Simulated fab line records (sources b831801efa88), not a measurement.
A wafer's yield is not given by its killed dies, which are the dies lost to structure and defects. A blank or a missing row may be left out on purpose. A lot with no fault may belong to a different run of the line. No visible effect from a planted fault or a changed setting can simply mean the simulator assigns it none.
Chamber matching | flow gf180mcu | 4 sister chambers for GF_STI_ETCH_13 on rieDiel-03
The step etches the open film in CHF3/O2, stops on Si, target depth 282.31 nm, time 112.9 s. 7 wafers are shown with their chamber, then 7 later ones without.

WAFERS PAIRED WITH THEIR CHAMBERS
wafer  | chamber | drypumpMotorCurrentA (A) | throttleValvePct (%)
L078.1 | 3       | 6.1                      | 8.817
L079.5 | 2       | 4.7                      | 8.810
L079.6 | 1       | 6.4                      | 8.813
L088.1 | 1       | 6.3                      | 8.802
L088.5 | 0       | 6.4                      | 8.818
L090.1 | 2       | 4.7                      | 8.800
L090.4 | 0       | 6.4                      | 8.805

WAFERS MISSING THEIR CHAMBER
wafer  | drypumpMotorCurrentA (A) | throttleValvePct (%)
L090.5 | 6.3                      | 8.802
L092.1 | 6.0                      | 8.813
L092.4 | 6.4                      | 8.800
L092.5 | 6.3                      | 8.805
L097.3 | 4.7                      | 8.808
L097.4 | 6.0                      | 8.808
L097.5 | 6.3                      | 8.816

WHICH CHAMBER EACH WENT THROUGH
wafer  | from the rows above     | in truth
L090.5 | can't be placed: 1 or 0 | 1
L092.1 | 3                       | 3
L092.4 | can't be placed: 0 or 1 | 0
L092.5 | can't be placed: 1 or 0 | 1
L097.3 | 2                       | 2
L097.4 | 3                       | 3
L097.5 | can't be placed: 1 or 0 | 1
3 of 7 placed correctly. From these rows, 4 cannot be placed; in 4 the true chamber is one of the candidates. Wrongly placed: 0.
How it was worked out, from the rows above alone: a wafer's distance from a chamber is the root of the sum, over the readings, of the square of ((its reading less the chamber's mean) divided by the reading's scatter). The wafer belongs to the nearest chamber; if the next one is less than 2 further off, it can't be placed. The mean given for a chamber averages the wafers shown for that chamber. How the scatter is found: for the shown wafers, subtract from each reading the mean of its chamber, square and add these, divide the total by (wafers less chambers), then take the root.
